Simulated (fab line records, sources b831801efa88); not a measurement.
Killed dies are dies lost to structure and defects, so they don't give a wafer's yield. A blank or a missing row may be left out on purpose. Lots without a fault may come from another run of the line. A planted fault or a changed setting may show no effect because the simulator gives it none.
Which tool did it? | flow gf180mcu | 13 lots, 39 wafers sampled, at 6 steps of a route of 602

WHAT THE GAUGES READ, wafer by wafer
GF_LVPWELL_TW_MEAS_11. Usual: LVPWELL_TW 562, standard deviation 5.9.
lot  | measured    | on            | LVPWELL_TW  | flag
L512 | day 3 21:13 | film_metro-02 | 553 552 554 |
L513 | day 4 03:27 | film_metro-02 | 557 558 553 |
L516 | day 4 20:24 | film_metro-04 | 566 565 561 |
L517 | day 5 01:37 | film_metro-02 | 554 553 551 |
L518 | day 5 06:15 | film_metro-02 | 552 552 553 |
L521 | day 5 17:04 | film_metro-04 | 683 685 681 | OFF
L523 | day 6 06:01 | film_metro-01 | 557 557 556 |
L524 | day 6 13:02 | film_metro-04 | 570 569 572 |
L525 | day 6 15:34 | film_metro-04 | 573 571 573 |
L529 | day 7 18:37 | film_metro-01 | 667 669 666 | OFF
L530 | day 7 21:54 | film_metro-02 | 562 556 557 |
L533 | day 8 23:29 | film_metro-01 | 558 558 558 |
L535 | day 9 08:56 | film_metro-02 | 562 562 562 |

GF_VT_IMPLANT_OVL_MEAS_29. Usual: VT_IMPLANT_02_OVL 1.0 nm, standard deviation 1.2.
lot  | measured     | on         | VT_IMPLANT_02_OVL (nm) | flag
L512 | day 6 15:52  | overlay-01 | 3.0 3.1 0.4            |
L513 | day 6 22:04  | overlay-02 | -1.6 -1.1 -0.1         |
L516 | day 7 16:15  | overlay-02 | 1.5 0.9 0.8            |
L517 | day 8 00:28  | overlay-01 | 0.0 1.1 0.6            |
L518 | day 8 06:58  | overlay-02 | 2.7 0.3 0.4            |
L521 | day 9 01:58  | overlay-01 | -0.6 0.3 0.2           |
L523 | day 9 16:31  | overlay-01 | 0.6 -1.1 0.0           |
L524 | day 9 22:00  | overlay-02 | 1.7 1.1 0.4            |
L525 | day 10 04:34 | overlay-02 | 1.3 1.9 2.4            |
L529 | day 11 11:34 | overlay-01 | 1.4 -0.8 0.8           |
L530 | day 11 13:19 | overlay-02 | 0.3 0.6 0.6            |
L533 | day 12 19:00 | overlay-01 | 2.9 1.1 1.0            |
L535 | day 13 07:57 | overlay-01 | 2.1 0.8 0.0            |

GF_VT_IMPLANT_RS_MEAS_48: measures by four-point-probe. Usual: LVPWELL_RS 1197.0 ohm/sq, standard deviation 2.8.
lot  | measured     | on            | LVPWELL_RS (ohm/sq)  | flag
L512 | day 7 08:32  | film_metro-02 | 1196.9 1197.4 1198.0 |
L513 | day 7 14:19  | film_metro-02 | 1194.4 1195.6 1192.3 |
L516 | day 8 09:53  | film_metro-01 | 1194.7 1198.2 1195.2 |
L517 | day 8 18:37  | film_metro-02 | 1197.3 1195.6 1195.7 |
L518 | day 9 01:12  | film_metro-01 | 1198.7 1197.9 1198.7 |
L521 | day 9 20:29  | film_metro-01 | 841.4 843.8 841.9    | OFF
L523 | day 10 11:05 | film_metro-02 | 1195.9 1196.1 1193.1 |
L524 | day 10 17:15 | film_metro-04 | 1193.7 1193.4 1194.3 |
L525 | day 10 23:32 | film_metro-02 | 1192.0 1190.4 1192.8 |
L529 | day 12 07:32 | film_metro-04 | 841.3 843.3 844.1    | OFF
L530 | day 12 08:46 | film_metro-01 | 1198.4 1198.5 1199.0 |
L533 | day 13 15:50 | film_metro-02 | 1194.5 1196.9 1196.0 |
L535 | day 14 09:35 | film_metro-01 | 1192.5 1191.9 1194.8 |

GF_HV_LDD_OVL_MEAS_20. Usual: HV_LDD_01_OVL 0.5 nm, standard deviation 1.4.
lot  | measured     | on         | HV_LDD_01_OVL (nm) | flag
L512 | day 10 16:56 | overlay-02 | 1.3 0.7 -1.1       |
L513 | day 10 22:26 | overlay-01 | 0.6 0.3 1.5        |
L516 | day 11 20:17 | overlay-01 | 1.3 1.3 0.9        |
L517 | day 12 05:29 | overlay-01 | -0.3 -0.9 0.0      |
L518 | day 12 12:53 | overlay-02 | 2.0 3.4 1.6        |
L521 | day 13 13:32 | overlay-02 | 3.0 0.3 2.3        |
L523 | day 14 02:44 | overlay-02 | -1.2 0.9 0.2       |
L524 | day 14 14:35 | overlay-02 | 1.1 0.4 1.2        |
L525 | day 14 14:43 | overlay-02 | 1.4 2.4 -0.2       |
L529 | day 16 04:32 | overlay-02 | 0.8 -1.7 -2.3      |
L530 | day 16 09:10 | overlay-01 | 0.6 2.4 0.6        |
L533 | day 17 16:46 | overlay-01 | 1.8 0.5 2.6        |
L535 | day 18 13:17 | overlay-01 | -0.3 -2.9 -1.4     |

GF_PSD_CD_MEAS_07: target cd 400 nm. Usual: cd_nm 399.6 nm, standard deviation 2.2.
lot  | measured     | on        | cd_nm (nm)        | flag
L512 | day 14 07:06 | cd_sem-02 | 400.9 399.8 401.2 |
L513 | day 14 11:34 | cd_sem-02 | 397.6 399.6 399.1 |
L516 | day 15 11:22 | cd_sem-02 | 403.2 401.6 402.7 |
L517 | day 15 20:56 | cd_sem-02 | 400.6 399.8 400.5 |
L518 | day 16 04:43 | cd_sem-01 | 400.2 399.0 398.9 |
L521 | day 17 09:30 | cd_sem-02 | 401.7 401.6 401.3 |
L523 | day 17 23:53 | cd_sem-01 | 398.9 398.9 400.9 |
L524 | day 18 14:06 | cd_sem-02 | 397.2 397.5 398.6 |
L525 | day 18 14:30 | cd_sem-02 | 397.6 399.7 399.5 |
L529 | day 20 09:43 | cd_sem-02 | 401.5 400.1 400.7 |
L530 | day 20 12:58 | cd_sem-01 | 399.8 398.3 398.2 |
L533 | day 21 22:16 | cd_sem-02 | 399.3 399.2 398.0 |
L535 | day 22 18:19 | cd_sem-02 | 397.8 399.4 397.4 |

WHICH TOOL RAN EACH LOT (tool, then ch and the chambers of the sampled wafers, then the start)
lot  | GF_LVPWELL_IMPLANT_08
L512 | implanter-03 ch 0, day 3 20:50
L513 | implanter-03 ch 0, day 4 03:04
L516 | implanter-02 ch 0, day 4 20:00
L517 | implanter-02 ch 0, day 5 01:13
L518 | implanter-03 ch 0, day 5 05:51
L521 | implanter-01 ch 0, day 5 16:21
L523 | implanter-02 ch 0, day 6 05:38
L524 | implanter-03 ch 0, day 6 12:38
L525 | implanter-01 ch 0, day 6 15:12
L529 | implanter-03 ch 0, day 7 17:55
L530 | implanter-02 ch 0, day 7 21:31
L533 | implanter-02 ch 0, day 8 23:05
L535 | implanter-03 ch 0, day 9 08:32
- GF_LVPWELL_IMPLANT_08

WHAT THE TOOLS THEMSELVES READ (means of the sampled wafers that have a number; where no wafer has one, the mark that the record gives instead)
GF_LVPWELL_IMPLANT_08. Usual: dose_ions_cm2 1.4996e+13, standard deviation 1.5e+10.
lot  | tool         | dose_ions_cm2 | flag
L512 | implanter-03 | 1.4999e+13    |
L513 | implanter-03 | 1.5004e+13    |
L516 | implanter-02 | 1.5013e+13    |
L517 | implanter-02 | 1.4993e+13    |
L518 | implanter-03 | 1.4991e+13    |
L521 | implanter-01 | 1.5009e+13    |
L523 | implanter-02 | 1.5005e+13    |
L524 | implanter-03 | 1.4999e+13    |
L525 | implanter-01 | 1.4999e+13    |
L529 | implanter-03 | 1.4999e+13    |
L530 | implanter-02 | 1.4985e+13    |
L533 | implanter-02 | 1.4972e+13    |
L535 | implanter-03 | 1.4995e+13    |

THE ANSWER, worked out from the rows above alone
Rule: a lot is off if the mean of its wafers that have a number lies more than 3 standard deviations from the usual mean. A lot without any number at a reading at which 4 lots or more have one is off too. The other lots that the step has rows for count as sound. The gauges are gone through in route order, then the tools' own readings, and for those a lot's mean is taken as printed above. The first step at which some lot is off is used, and at that step the reading that is off furthest; a lot without a number counts as furthest.
Off: L521, L529, at GF_LVPWELL_TW_MEAS_11 (LVPWELL_TW).
A tool fits if, at a process step before that reading, it ran every lot that is off, and no sound lot after the first of them. The gauges at GF_LVPWELL_TW_MEAS_11 are tried like those tools. None of those tried fits.

WHAT THE SIMULATOR HAD PUT IN
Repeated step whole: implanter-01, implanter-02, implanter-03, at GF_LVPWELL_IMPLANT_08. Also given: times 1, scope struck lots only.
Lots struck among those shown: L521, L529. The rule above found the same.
